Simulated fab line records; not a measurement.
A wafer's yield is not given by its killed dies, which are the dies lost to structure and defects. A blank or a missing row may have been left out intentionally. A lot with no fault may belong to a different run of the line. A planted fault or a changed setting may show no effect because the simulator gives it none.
fab line records + flow gf180mcu
[record]
- lots = 14
- wafers = 42
- last-day = 34
route steps=602 shown V4@497 MIM@522 V5@550 TOP_METAL@571
lots untouched by any fault: they come from a run of this same line in which no faults occurred
start-h: hours from the record's first day to the start of the lot's first wafer shown + wait-h: hours since the lot's step before + " as in the row above + L1.1+2: one row covering several wafers at once + - no value present, or no start provided + * or withheld: withheld + < > ~ a bound
route shown NAME@n: names a module that has steps shown in the file, with the first one's number in the route + usual: mean/standard deviation of fault-free wafers + same: alike in all rows + chamber/n: place in a boat + sites: readings site by site + _std_site: standard deviation of those values + _edge_site: outer sites' mean less inner sites' + radius-mm: how far each site lies from the wafer's centre + mask NAME#n: copy n + behind: the last tool/chamber to shape the wafer + hold: why the lot was held/for how many hours/how that ended + device: transistor that didn't switch, given as n, p or np + end of line: the route-end tests of the same wafers + step lacking rows: just its recipe + killed: the dies lost at the first sort to structure and to defects; this is not the yield of the wafer + map: shows each die of a wafer: x if killed, . if not, _ if none is there
set.NAME: the setting as run; set.NAME@STEP: as run at that earlier step + model.NAME: the simulator's own value behind a step, which no gauge read
one table for each step of the route and one row for each wafer, over a sample of lots
services: from which hour (start-h, from the record's first day; less than 0 if before it) a tool's chamber was out of use, for how many hours, and why
[[steps]]
[step GF_V4_SPUTTER_21]
[recipe]
- material = Ti
- target-thk-nm = 15
- chamber-pressure-pa = 5
- power-w = 2500
- substrate-temp-c = 200
- time-s = 80.02
[usual]
- throttle-valve-pct = 29.7/1
| lot.wafer | tool           | chamber | start-h | wait-h | throttle-valve-pct |
|-----------|----------------|---------|---------|--------|--------------------|
| L166.2    | pvd-sputter-03 | -       | 555.81  | 0.0    | 28.5               |
| L166.4    | "              | -       | "       | "      | 29.7               |
| L166.6    | "              | -       | "       | "      | 29.6               |
| L167.2    | pvd-sputter-03 | -       | 568.80  | 0.0    | 28.7               |
| L167.4    | "              | -       | "       | "      | 28.4               |
| L167.5    | "              | -       | "       | "      | 30.4               |
| L169.1    | pvd-sputter-02 | -       | 588.76  | 0.0    | 31.4               |
| L169.3    | "              | -       | "       | "      | 29.5               |
| L169.5    | "              | -       | "       | "      | 30.5               |
| L170.2    | pvd-sputter-02 | -       | 592.89  | 0.0    | 31.3               |
| L170.5    | "              | -       | "       | "      | 30.4               |
| L170.6    | "              | -       | "       | "      | 29.3               |
| L173.1    | pvd-sputter-04 | -       | 616.73  | 0.0    | 31.4               |
| L173.2    | "              | -       | "       | "      | 27.9               |
| L173.6    | "              | -       | "       | "      | 31.0               |
| L174.1    | pvd-sputter-04 | -       | 627.30  | 0.0    | 28.2               |
| L174.3    | "              | -       | "       | "      | 29.4               |
| L174.5    | "              | -       | "       | "      | 28.4               |
| L179.2    | pvd-sputter-02 | -       | 676.08  | 0.0    | 31.2               |
| L179.3    | "              | -       | "       | "      | 30.5               |
| L179.5    | "              | -       | "       | "      | 31.4               |
| L183.1    | pvd-sputter-03 | -       | 699.96  | 0.0    | 28.7               |
| L183.2    | "              | -       | "       | "      | 29.6               |
| L183.4    | "              | -       | "       | "      | 30.3               |
| L184.3    | pvd-sputter-02 | -       | 702.91  | 0.0    | 29.3               |
| L184.5    | "              | -       | "       | "      | 29.9               |
| L184.6    | "              | -       | "       | "      | 30.6               |
| L185.2    | pvd-sputter-04 | -       | 716.44  | 0.0    | 28.8               |
| L185.3    | "              | -       | "       | "      | 31.2               |
| L185.4    | "              | -       | "       | "      | 29.5               |
| L186.3    | pvd-sputter-03 | -       | 717.59  | 0.0    | 28.5               |
| L186.5    | "              | -       | "       | "      | 29.9               |
| L186.6    | "              | -       | "       | "      | 28.3               |
| L187.1    | pvd-sputter-02 | -       | 724.49  | 0.0    | 29.6               |
| L187.2    | "              | -       | "       | "      | 31.2               |
| L187.3    | "              | -       | "       | "      | 29.6               |
| L188.1    | pvd-sputter-04 | -       | 726.89  | 0.0    | 28.6               |
| L188.2    | "              | -       | "       | "      | 31.2               |
| L188.3    | "              | -       | "       | "      | 28.2               |
| L189.1    | pvd-sputter-03 | -       | 736.61  | 0.0    | 30.1               |
| L189.5    | "              | -       | "       | "      | 29.6               |
| L189.6    | "              | -       | "       | "      | 30.4               |
[step GF_MIM_METAL_ETCH_19]
[recipe]
- chemistry = Cl2/BCl3
- mask-material = NOVOLAK
- stop-on = Si3N4
- target-depth-nm = 324.5
- pressure-mtorr = 8
- icp-w = 828.9
- bias-w = 140
- Cl2_flow_sccm = 80
- bcl3-flow-sccm = 40
- time-s = 54.1
[usual]
- chamber-pressure-mTorr = 8.000/0.0077
- drypump-motor-current-A = 5.9/0.55
- he-backside-leak-sccm = 3.4/0.32
- oes-product-au = 0.942/0.006
- throttle-valve-pct = 28.284/0.01
| lot.wafer | tool         | chamber | start-h | wait-h | chamber-pressure-mTorr | drypump-motor-current-A | he-backside-leak-sccm | oes-product-au | rf-hours-counter-h | throttle-valve-pct |
|-----------|--------------|---------|---------|--------|------------------------|-------------------------|-----------------------|----------------|--------------------|--------------------|
| L166.2    | rie-metal-01 | 0       | 578.70  | 0.1    | 8.006                  | 6.5                     | 3.2                   | 0.941          | 9                  | 28.307             |
| L166.4    | "            | 0       | "       | "      | 8.014                  | 6.5                     | 3.4                   | 0.940          | -                  | 28.294             |
| L166.6    | "            | 1       | "       | "      | 8.009                  | 4.9                     | 3.2                   | 0.936          | -                  | 28.279             |
| L167.2    | rie-metal-04 | 1       | 591.60  | 0.1    | 7.992                  | 6.4                     | 3.5                   | 0.950          | 2                  | 28.285             |
| L167.4    | "            | 0       | "       | "      | 7.999                  | 5.9                     | 3.5                   | 0.939          | -                  | 28.273             |
| L167.5    | "            | 0       | "       | "      | 7.997                  | 5.8                     | 3.6                   | 0.945          | -                  | 28.264             |
| L169.1    | rie-metal-04 | 1       | 611.21  | 0.1    | 8.003                  | 6.4                     | 3.3                   | 0.941          | 3                  | 28.282             |
| L169.3    | "            | 1       | "       | "      | 7.996                  | 6.4                     | 3.3                   | 0.938          | -                  | 28.284             |
| L169.5    | "            | 0       | "       | "      | 7.995                  | 5.8                     | 3.4                   | 0.939          | -                  | 28.285             |
| L170.2    | rie-metal-02 | 0       | 615.26  | 0.1    | 8.000                  | 5.8                     | 3.9                   | 0.936          | 8                  | 28.281             |
| L170.5    | "            | 1       | "       | "      | 7.997                  | 5.2                     | 3.2                   | 0.942          | -                  | 28.288             |
| L170.6    | "            | 0       | "       | "      | 7.991                  | 5.9                     | 3.8                   | 0.940          | -                  | 28.282             |
| L173.1    | rie-metal-01 | 1       | 638.62  | 0.1    | 7.999                  | 4.9                     | 3.2                   | 0.949          | 11                 | 28.277             |
| L173.2    | "            | 0       | "       | "      | 8.010                  | 6.5                     | 3.3                   | 0.948          | 11                 | 28.270             |
| L173.6    | "            | 1       | "       | "      | 7.996                  | 4.9                     | 2.9                   | 0.936          | -                  | 28.292             |
| L174.1    | rie-metal-01 | 0       | 648.54  | 0.1    | 7.984                  | 6.5                     | 3.3                   | 0.945          | 11                 | 28.280             |
| L174.3    | "            | 0       | "       | "      | 8.012                  | 6.5                     | 3.4                   | 0.945          | -                  | 28.288             |
| L174.5    | "            | 1       | "       | "      | 7.987                  | 4.9                     | 3.1                   | 0.942          | -                  | 28.291             |
| L179.2    | rie-metal-01 | 0       | 695.69  | 0.1    | 8.001                  | 6.5                     | 3.3                   | 0.942          | -                  | 28.275             |
| L179.3    | "            | 0       | "       | "      | 8.002                  | 6.5                     | 3.4                   | 0.945          | -                  | 28.297             |
| L179.5    | "            | 0       | "       | "      | 8.004                  | 6.5                     | 3.4                   | 0.934          | -                  | 28.297             |
| L183.1    | rie-metal-04 | 0       | 718.86  | 0.1    | 8.000                  | 5.8                     | 3.3                   | 0.928          | 5                  | 28.296             |
| L183.2    | "            | 1       | "       | "      | 7.998                  | 6.4                     | 3.4                   | 0.933          | 7                  | 28.299             |
| L183.4    | "            | 1       | "       | "      | 7.995                  | 6.4                     | 3.3                   | 0.937          | -                  | 28.272             |
| L184.3    | rie-metal-02 | 0       | 722.39  | 0.1    | 8.004                  | 5.8                     | 3.8                   | 0.952          | -                  | 28.287             |
| L184.5    | "            | 0       | "       | "      | 8.009                  | 5.8                     | 3.7                   | 0.940          | -                  | 28.280             |
| L184.6    | "            | 1       | "       | "      | 7.999                  | 5.2                     | 3.5                   | 0.955          | -                  | 28.287             |
| L185.2    | rie-metal-02 | 0       | 735.44  | 0.1    | 7.999                  | 5.9                     | 3.8                   | 0.956          | 12                 | 28.266             |
| L185.3    | "            | 1       | "       | "      | 7.997                  | 5.1                     | 3.3                   | 0.937          | -                  | 28.273             |
| L185.4    | "            | 0       | "       | "      | 7.995                  | 5.9                     | 3.7                   | 0.950          | -                  | 28.260             |
| L186.3    | rie-metal-04 | 0       | 736.12  | 0.1    | 8.000                  | 5.8                     | 3.3                   | 0.942          | -                  | 28.289             |
| L186.5    | "            | 1       | "       | "      | 8.009                  | 6.4                     | 3.6                   | 0.938          | -                  | 28.268             |
| L186.6    | "            | 0       | "       | "      | 7.992                  | 5.8                     | 3.4                   | 0.940          | -                  | 28.268             |
| L187.1    | rie-metal-02 | 1       | 742.97  | 0.1    | 7.997                  | 5.2                     | 3.5                   | 0.934          | 7                  | 28.277             |
| L187.2    | "            | 0       | "       | "      | 8.000                  | 5.8                     | 3.4                   | 0.936          | 13                 | 28.291             |
| L187.3    | "            | 1       | "       | "      | 7.992                  | 5.2                     | 3.6                   | 0.939          | -                  | 28.286             |
| L188.1    | rie-metal-04 | 0       | 744.64  | 0.1    | 7.992                  | 5.8                     | 3.5                   | 0.935          | 6                  | 28.300             |
| L188.2    | "            | 1       | "       | "      | 7.991                  | 6.4                     | 3.4                   | 0.944          | 8                  | 28.295             |
| L188.3    | "            | 0       | "       | "      | 7.996                  | 5.8                     | 6.5                   | 0.940          | -                  | 28.289             |
| L189.1    | rie-metal-01 | 0       | 754.11  | 0.1    | 8.008                  | 6.5                     | 3.3                   | 0.937          | 2                  | 28.284             |
| L189.5    | "            | 0       | "       | "      | 7.992                  | 6.5                     | 3.2                   | 0.942          | -                  | 28.271             |
| L189.6    | "            | 0       | "       | "      | 8.016                  | 6.5                     | 3.3                   | 0.937          | -                  | 28.294             |
[step GF_V5_SOFTBAKE_10]
[recipe]
- temp-c = 130
- time-s = 60
- resist = KrF
[usual]
- heater-power-total-W = 93.05/0.06
- plate-temp-C = 130.02/0.13
| lot.wafer | tool           | chamber | start-h | wait-h | heater-power-total-W | plate-temp-C |
|-----------|----------------|---------|---------|--------|----------------------|--------------|
| L166.2    | litho-track-04 | 0       | 612     | -      | 93.09                | 130.01       |
| L166.4    | "              | 0       | "       | "      | 93.00                | 130.05       |
| L166.6    | "              | 0       | "       | "      | 93.11                | 129.89       |
| L167.2    | litho-track-04 | 0       | 624     | -      | 93.00                | 130.19       |
| L167.4    | "              | 0       | "       | "      | 93.04                | 130.08       |
| L167.5    | "              | 0       | "       | "      | 93.03                | 129.89       |
| L169.1    | litho-track-04 | 0       | 642     | -      | 93.12                | 130.11       |
| L169.3    | "              | 0       | "       | "      | 92.92                | 130.11       |
| L169.5    | "              | 0       | "       | "      | 93.07                | 130.14       |
| L170.2    | litho-track-04 | 0       | 648     | -      | 105.99               | 143.88       |
| L170.5    | "              | 0       | "       | "      | 106.17               | 143.90       |
| L170.6    | "              | 0       | "       | "      | 106.10               | 143.65       |
| L173.1    | litho-track-02 | 0       | 669     | -      | 93.02                | 129.92       |
| L173.2    | "              | 0       | "       | "      | 93.10                | 129.95       |
| L173.6    | "              | 0       | "       | "      | 93.01                | 129.93       |
| L174.1    | litho-track-04 | 0       | 679     | -      | 105.92               | 143.90       |
| L174.3    | "              | 0       | "       | "      | 105.95               | 143.73       |
| L174.5    | "              | 0       | "       | "      | 106.06               | 143.82       |
| L179.2    | litho-track-03 | 0       | 723     | -      | 92.96                | 129.91       |
| L179.3    | "              | 0       | "       | "      | 93.04                | 130.11       |
| L179.5    | "              | 0       | "       | "      | 93.05                | 129.76       |
| L183.1    | litho-track-02 | 0       | 746     | -      | 92.96                | 130.00       |
| L183.2    | "              | 0       | "       | "      | 93.03                | 129.87       |
| L183.4    | "              | 0       | "       | "      | 93.07                | 130.11       |
| L184.3    | litho-track-04 | 0       | 750     | -      | 93.07                | 129.88       |
| L184.5    | "              | 0       | "       | "      | 93.08                | 130.05       |
| L184.6    | "              | 0       | "       | "      | 93.05                | 130.00       |
| L185.2    | litho-track-02 | 0       | 762     | -      | 93.05                | 129.97       |
| L185.3    | "              | 0       | "       | "      | 93.03                | 130.16       |
| L185.4    | "              | 0       | "       | "      | 93.07                | 129.99       |
| L186.3    | litho-track-03 | 0       | 762     | -      | 93.08                | 129.87       |
| L186.5    | "              | 0       | "       | "      | 93.06                | 130.16       |
| L186.6    | "              | 0       | "       | "      | 93.11                | 129.89       |
| L187.1    | litho-track-03 | 0       | 770     | -      | 93.08                | 130.16       |
| L187.2    | "              | 0       | "       | "      | 93.05                | 130.18       |
| L187.3    | "              | 0       | 771     | -      | 93.08                | 130.06       |
| L188.1    | litho-track-04 | 0       | 771     | -      | 93.01                | 130.19       |
| L188.2    | "              | 0       | "       | "      | 93.00                | 130.11       |
| L188.3    | "              | 0       | "       | "      | 93.08                | 130.25       |
| L189.1    | litho-track-04 | 0       | 779     | -      | 92.99                | 130.10       |
| L189.5    | "              | 0       | "       | "      | 92.95                | 129.99       |
| L189.6    | "              | 0       | "       | "      | 93.02                | 130.00       |
[step GF_V5_CD_MEAS_14]
[recipe]
- target-cd-nm = 260
[usual]
- cd-nm = 259.9/1.1
| lot.wafer | tool      | chamber | start-h | wait-h | cd-nm |
|-----------|-----------|---------|---------|--------|-------|
| L166.2    | cd-sem-01 | -       | 621.93  | 0.1    | 259.8 |
| L166.4    | "         | -       | "       | "      | 261.3 |
| L166.6    | "         | -       | "       | "      | 259.9 |
| L167.2    | cd-sem-01 | -       | 635.41  | 0.1    | 259.3 |
| L167.4    | "         | -       | "       | "      | 257.7 |
| L167.5    | "         | -       | "       | "      | 258.3 |
| L169.1    | cd-sem-02 | -       | 653.64  | 0.1    | 258.9 |
| L169.3    | "         | -       | "       | "      | 259.4 |
| L169.5    | "         | -       | "       | "      | 259.6 |
| L170.2    | cd-sem-02 | -       | 658.36  | 0.1    | 313.7 |
| L170.5    | "         | -       | "       | "      | 312.7 |
| L170.6    | "         | -       | "       | "      | 313.1 |
| L173.1    | cd-sem-01 | -       | 679.31  | 0.1    | 260.5 |
| L173.2    | "         | -       | "       | "      | 260.0 |
| L173.6    | "         | -       | "       | "      | 259.4 |
| L174.1    | cd-sem-02 | -       | 688.17  | 0.1    | 313.1 |
| L174.3    | "         | -       | "       | "      | 312.1 |
| L174.5    | "         | -       | "       | "      | 312.3 |
| L179.2    | cd-sem-01 | -       | 732.76  | 0.1    | 259.6 |
| L179.3    | "         | -       | "       | "      | 259.9 |
| L179.5    | "         | -       | "       | "      | 258.0 |
| L183.1    | cd-sem-01 | -       | 755.32  | 0.1    | 261.3 |
| L183.2    | "         | -       | "       | "      | 261.2 |
| L183.4    | "         | -       | "       | "      | 260.1 |
| L184.3    | cd-sem-02 | -       | 757.98  | 0.1    | 259.9 |
| L184.5    | "         | -       | "       | "      | 259.2 |
| L184.6    | "         | -       | "       | "      | 260.5 |
| L185.2    | cd-sem-01 | -       | 771.44  | 0.1    | 259.1 |
| L185.3    | "         | -       | "       | "      | 259.5 |
| L185.4    | "         | -       | "       | "      | 256.9 |
| L186.3    | cd-sem-01 | -       | 771.81  | 0.1    | 259.0 |
| L186.5    | "         | -       | "       | "      | 259.8 |
| L186.6    | "         | -       | "       | "      | 258.0 |
| L187.1    | cd-sem-02 | -       | 778.81  | 0.1    | 259.9 |
| L187.2    | "         | -       | "       | "      | 259.8 |
| L187.3    | "         | -       | "       | "      | 260.5 |
| L188.1    | cd-sem-01 | -       | 778.82  | 0.1    | 260.7 |
| L188.2    | "         | -       | "       | "      | 259.5 |
| L188.3    | "         | -       | "       | "      | 261.6 |
| L189.1    | cd-sem-01 | -       | 788.04  | 0.2    | 257.3 |
| L189.5    | "         | -       | "       | "      | 260.6 |
| L189.6    | "         | -       | "       | "      | 258.7 |
[step GF_TOP_METAL_SPUTTER_04]
[recipe]
- material = TiN
- target-thk-nm = 25
- power-w = 6500
- time-s = 20.8
- chamber-pressure-pa = 0.393
[usual]
- throttle-valve-pct = 30.0/1.1
| lot.wafer | tool           | chamber | start-h | wait-h | throttle-valve-pct |
|-----------|----------------|---------|---------|--------|--------------------|
| L166.2    | pvd-sputter-02 | -       | 623.73  | 0.0    | 30.4               |
| L166.4    | "              | -       | "       | "      | 31.6               |
| L166.6    | "              | -       | "       | "      | 31.5               |
| L167.2    | pvd-sputter-04 | -       | 637.98  | 0.0    | 29.0               |
| L167.4    | "              | -       | "       | "      | 28.7               |
| L167.5    | "              | -       | "       | "      | 28.8               |
| L169.1    | pvd-sputter-04 | -       | 655.47  | 0.0    | 29.1               |
| L169.3    | "              | -       | "       | "      | 29.6               |
| L169.5    | "              | -       | "       | "      | 31.3               |
| L173.1    | pvd-sputter-02 | -       | 681.10  | 0.0    | 29.4               |
| L173.2    | "              | -       | "       | "      | 29.4               |
| L173.6    | "              | -       | "       | "      | 31.3               |
| L179.2    | pvd-sputter-02 | -       | 734.50  | 0.0    | 30.3               |
| L179.3    | "              | -       | "       | "      | 31.5               |
| L179.5    | "              | -       | "       | "      | 31.3               |
| L183.1    | pvd-sputter-01 | -       | 757.05  | 0.0    | 29.3               |
| L183.2    | "              | -       | "       | "      | 29.7               |
| L183.4    | "              | -       | "       | "      | 31.7               |
| L184.3    | pvd-sputter-01 | -       | 759.70  | 0.0    | 29.6               |
| L184.5    | "              | -       | "       | "      | 29.2               |
| L184.6    | "              | -       | "       | "      | 29.5               |
| L185.2    | pvd-sputter-04 | -       | 773.14  | 0.0    | 31.3               |
| L185.3    | "              | -       | "       | "      | 28.5               |
| L185.4    | "              | -       | "       | "      | 29.3               |
| L186.3    | pvd-sputter-01 | -       | 773.63  | 0.0    | 29.5               |
| L186.5    | "              | -       | "       | "      | 29.4               |
| L186.6    | "              | -       | "       | "      | 31.4               |
| L187.1    | pvd-sputter-02 | -       | 780.57  | 0.0    | 30.6               |
| L187.2    | "              | -       | "       | "      | 29.5               |
| L187.3    | "              | -       | "       | "      | 29.8               |
| L188.1    | pvd-sputter-04 | -       | 780.59  | 0.0    | 31.6               |
| L188.2    | "              | -       | "       | "      | 29.4               |
| L188.3    | "              | -       | "       | "      | 28.2               |
| L189.1    | pvd-sputter-02 | -       | 789.80  | 0.0    | 30.3               |
| L189.5    | "              | -       | "       | "      | 30.5               |
| L189.6    | "              | -       | "       | "      | 29.4               |
[[services]]
| tool           | chamber | start-h | hours | kind           |
|----------------|---------|---------|-------|----------------|
| rie-metal-04   | 0       | 567.68  | -     | clean          |
| rie-metal-04   | 0       | 567.68  | 16.0  | scheduled-down |
| rie-metal-04   | 0       | 567.68  | 16.0  | vent-cycle     |
| pvd-sputter-04 | -       | 598.78  | 2.6   | repair         |
| pvd-sputter-02 | -       | 607.80  | 0.9   | repair         |
| pvd-sputter-04 | -       | 646.00  | 2.5   | repair         |
| pvd-sputter-03 | -       | 647.56  | 3.6   | repair         |
| rie-metal-04   | -       | 648.28  | 0.6   | repair         |
| pvd-sputter-01 | -       | 685.69  | 6.2   | repair         |
| rie-metal-01   | 1       | 687.93  | 8.1   | repair         |
| pvd-sputter-02 | -       | 704.63  | 2.9   | repair         |
| rie-metal-01   | 0       | 709.07  | -     | clean          |
| rie-metal-01   | 0       | 709.07  | 18.6  | scheduled-down |
| rie-metal-01   | 0       | 709.07  | 18.6  | vent-cycle     |
| rie-metal-01   | -       | 726.26  | 2.8   | pm             |
| rie-metal-01   | 1       | 734.02  | -     | clean          |
| rie-metal-01   | 1       | 734.02  | 30.5  | scheduled-down |
| rie-metal-01   | 1       | 734.02  | 30.5  | vent-cycle     |
| rie-metal-02   | -       | 740.94  | 0.3   | repair         |
| rie-metal-02   | 0       | 748.09  | -     | clean          |
| pvd-sputter-02 | -       | 761.56  | 0.7   | repair         |
| rie-metal-01   | -       | 764.84  | 15.6  | pm             |
| pvd-sputter-01 | -       | 785.85  | 1.8   | repair         |
| pvd-sputter-04 | -       | 788.20  | 1.9   | repair         |
[[key]]
[first-sign]
- step = GF_V5_SOFTBAKE_10
- reading = heater-power-total-W
- direction = up
- sigmas = 99+
- usual = 93.05
- struck = 106.03
[effect]
- step = GF_V5_SOFTBAKE_10
- reading = plate-temp-C
- direction = up
- sigmas = 99+
- usual = *
- struck = *
[effect]
- step = GF_V5_CD_MEAS_14
- reading = cd-nm
- direction = up
- sigmas = 49
- usual = 259.9
- struck = 312.8
met-at GF_V5_SOFTBAKE_10
struck-lots L170,L174
later-rows-left-out L170.2,L170.5,L170.6,L174.1,L174.3,L174.5
sort-left-out L170.2,L170.5,L170.6,L174.1,L174.3,L174.5
not-acting-at GF_V4_SPUTTER_21,GF_MIM_METAL_ETCH_19,GF_TOP_METAL_SPUTTER_04
onset-between 642 648
[fault]
- kind = process-parameter-drift
- tool = litho-track-04
- chamber = -
- onset-h = 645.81
- steps = GF_V5_SOFTBAKE_10
- channel = temp-c
- offset = *
- shape = step
- end-h = 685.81
- acts-in = *
- stated = *
// sort-left-out: the simulated sort isn't trusted on such a fault, so these wafers' sort isn't shown, and their yield isn't known
// later-rows-left-out: the simulator's readings of these wafers behind a module that went badly wrong aren't trusted and aren't shown, but for the sort
